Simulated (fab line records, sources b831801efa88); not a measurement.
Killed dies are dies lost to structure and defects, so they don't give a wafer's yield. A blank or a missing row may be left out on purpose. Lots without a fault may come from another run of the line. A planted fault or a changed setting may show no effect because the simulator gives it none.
Chamber matching | flow gf180mcu | GF_V5_CMP_04 on cmp-01: 4 sister chambers
The step polishes SiO2. 14 wafers are shown with their chamber, then 7 later ones without.

WAFERS WITH THEIR CHAMBER
wafer  | chamber | motor_current_A (A) | edge_zone_pressure_frac | slurry_filter_dp_kPa (kPa)
L337.1 | 1       | 14.0                | 0.996                   | 13.56
L337.4 | 0       | 13.1                | 1.000                   | 13.41
L337.6 | 3       | 9.8                 | 0.996                   | 13.06
L339.1 | 0       | 12.9                | 1.000                   | 13.39
L339.4 | 3       | 10.2                | 0.985                   | 13.42
L339.6 | 2       | 11.1                | 1.003                   | 13.51
L343.2 | 3       | 9.9                 | 1.012                   | 13.47
L343.4 | 1       | 13.3                | 0.998                   | 13.47
L343.6 | 1       | 12.7                | 1.001                   | 13.36
L346.1 | 0       | 12.9                | 0.996                   | 13.23
L346.2 | 3       | 9.8                 | 1.011                   | 13.79
L346.4 | 2       | 11.6                | 1.005                   | 13.73
L355.2 | 0       | 12.8                | 0.995                   | 13.67
L355.5 | 0       | 12.8                | 1.002                   | 13.52

SIGNATURES (means of the wafers above)
reading                 | chamber 0 | chamber 1 | chamber 2 | chamber 3 | scatter within a chamber
motor_current_A         | 12.900    | 13.333    | 11.350    | 9.925     | 0.338
edge_zone_pressure_frac | 0.99860   | 0.99833   | 1.00400   | 1.00100   | 0.00743
slurry_filter_dp_kPa    | 13.4440   | 13.4633   | 13.6200   | 13.4350   | 0.205
Rule: a wafer's distance from a chamber is the root of the sum, over the readings, of the square of ((its reading less the chamber's mean) divided by the reading's scatter). The wafer belongs to the nearest chamber; if the next one is less than 2 further off, it can't be placed. The scatter: the root of (the sum of the squares of (reading less its chamber's mean) over the shown wafers, divided by (wafers less chambers)).

WAFERS WITHOUT THEIR CHAMBER
wafer  | motor_current_A (A) | edge_zone_pressure_frac | slurry_filter_dp_kPa (kPa)
L355.6 | 10.2                | 1.001                   | 13.65
L356.3 | 10.6                | 1.000                   | 13.56
L356.4 | 13.6                | 0.996                   | 13.39
L356.6 | 13.5                | 0.995                   | 13.41
L360.2 | 10.2                | 0.994                   | 13.57
L360.3 | 11.3                | 1.001                   | 13.66
L360.4 | 12.5                | 0.999                   | 13.33

WHICH CHAMBER EACH WENT THROUGH
wafer  | from the rows above     | in truth
L355.6 | 3                       | 3
L356.3 | can't be placed: 3 or 2 | 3
L356.4 | can't be placed: 1 or 0 | 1
L356.6 | can't be placed: 1 or 0 | 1
L360.2 | 3                       | 3
L360.3 | 2                       | 2
L360.4 | can't be placed: 0 or 1 | 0
Placed correctly: 3 of 7. Can't be placed from these rows: 4 (the true chamber is among the candidates in 4). Placed wrongly: 0.
